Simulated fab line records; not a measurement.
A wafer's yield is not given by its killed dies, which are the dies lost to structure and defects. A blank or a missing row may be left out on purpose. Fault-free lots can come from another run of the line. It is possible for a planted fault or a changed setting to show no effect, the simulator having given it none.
A lot that was struck, set against a sound lot :: flow sky130 :: 15 out of 708 route steps
Sound: the wafers L534.1, L534.2, L534.5. The struck wafers were L526.1, L526.2, L526.6. The cause comes at the end.
At each step with rows: each side's tool, then ch and its chambers, then its first start. Under that, the readings that differ: sound wafers :: struck wafers :: difference of the means :: sigmas: that difference in standard deviations of wafers without a fault.
alike: a reading whose means differ by less than 2 such deviations, as well as words and numbers matching on both sides. not compared: withheld readings; readings where some wafer has no value; bounds like >300 that might hide an equal value; numbers whose values overlap and for which the record gives no deviation.
A row with sigmas, a row that says differs or no value, or rows on one side alone: a step with any of these is where the two part. Numbers that have no deviation but don't overlap get no sigmas and don't part them. A reading that every wafer of one side lacks parts them only if that side has two wafers or more.

first, 7 steps without rows for these wafers: SKY_METAL4_HMDS_06 (prime time 60 s); SKY_METAL4_COAT_07 (resist thk 60 nm); SKY_METAL4_COAT_08 (resist thk 1140 nm); SKY_METAL4_SOFTBAKE_09 (time 90 s); SKY_METAL4_EXPOSE_10 (exposes mask MM4, target cd 300 nm); SKY_METAL4_PEB_11; SKY_METAL4_DEVELOP_12 (develop time 60 s).
SKY_METAL4_CD_MEAS_13: target cd 300 nm.
  struck on cdSem-02, day 46 10:02; sound on cdSem-02, day 47 18:58
  alike: cdNm
SKY_METAL4_OVL_MEAS_14:
  struck on overlay-02, day 46 10:10; sound on overlay-01, day 47 19:05
  alike: METAL4_OVL
SKY_METAL4_DESCUM_15: chemistry O2, time 8 s.
  sound on rieMetal-03 ch 0,1, day 47 19:08; struck on rieMetal-04 ch 0,1, day 46 10:11
  alike: drypumpMotorCurrentA, oesProductAu
  not compared: rfHoursCounterH
SKY_METAL4_ETCH_16: etches BARC in N2/H2, stops on SiO2, time 88.2 s, target depth 60 nm.
  sound on rieMetal-03 ch 0,1, day 47 19:10; struck on rieMetal-04 ch 0,1, day 46 10:13
  alike: biasW, chamberPressureMTorr, drypumpMotorCurrentA, oesProductAu, throttleValvePct
  not compared: rfHoursCounterH
SKY_METAL4_ETCH_17: etches SiO2 in C4F8/O2/Ar, stops on TiN, time 3.9 s, target depth 15 nm.
  sound on rieDiel-01 ch 0,1, day 47 19:16; struck on rieDiel-04 ch 1,2, day 46 10:19
  alike: biasW, chamberPressureMTorr, oesProductAu
  not compared: rfHoursCounterH
SKY_METAL4_METAL_ETCH_18: etches the open film in Cl2/BCl3, stops on SiO2, target depth 845 nm, time 183.1 s.
  sound on rieMetal-01 ch 0,1, day 47 19:16; struck on rieMetal-01 ch 0,1, day 46 10:20
  no value came back on the struck wafers for any of 6 readings (bcl3FlowSccm (sccm), biasW (W) and others); on the sound wafers bcl3FlowSccm (sccm) reads 29.95 30.02 30.04
reading: model.KrF-thick_of_METAL4_COAT_08.thkNm (nm)
sound: 532.7 514.5 533.7
struck: 1078 1076 1077
difference: +550
sigmas: 

reading: model.SiO2_of_VIA3_HDPCVD_00.thkNm (nm)
sound: 435.3 433.8 435.9
struck: 461.3 461.6 461
difference: +26.3
sigmas: 
  not compared: rfHoursCounterH
SKY_METAL4_STRIP_19: strips in O2/N2.
  sound on plasmaAsher-01 ch 0,1, day 47 19:27; struck on plasmaAsher-03 ch 0,1, day 46 10:31
reading: oesProductAu (a.u.)
sound: 0.505 0.492 0.509
struck: 0.713 0.719 0.708
difference: +0.211
sigmas: +38

reading: stripTimeToEndpointS (s)
sound: 6.59 6.41 6.59
struck: 11.89 11.85 11.87
difference: +5.34
sigmas: +63
  alike: drypumpMotorCurrentA
  not compared: rfHoursCounterH
then, 1 step without rows for these wafers: SKY_METAL4_STRIP_20 (strips in post etch residue remover, time 1200 s).

## WHERE THEY PART
Last at SKY_METAL4_STRIP_19 as far as this record goes, first at SKY_METAL4_METAL_ETCH_18.

WHY: what had been put in by the simulator
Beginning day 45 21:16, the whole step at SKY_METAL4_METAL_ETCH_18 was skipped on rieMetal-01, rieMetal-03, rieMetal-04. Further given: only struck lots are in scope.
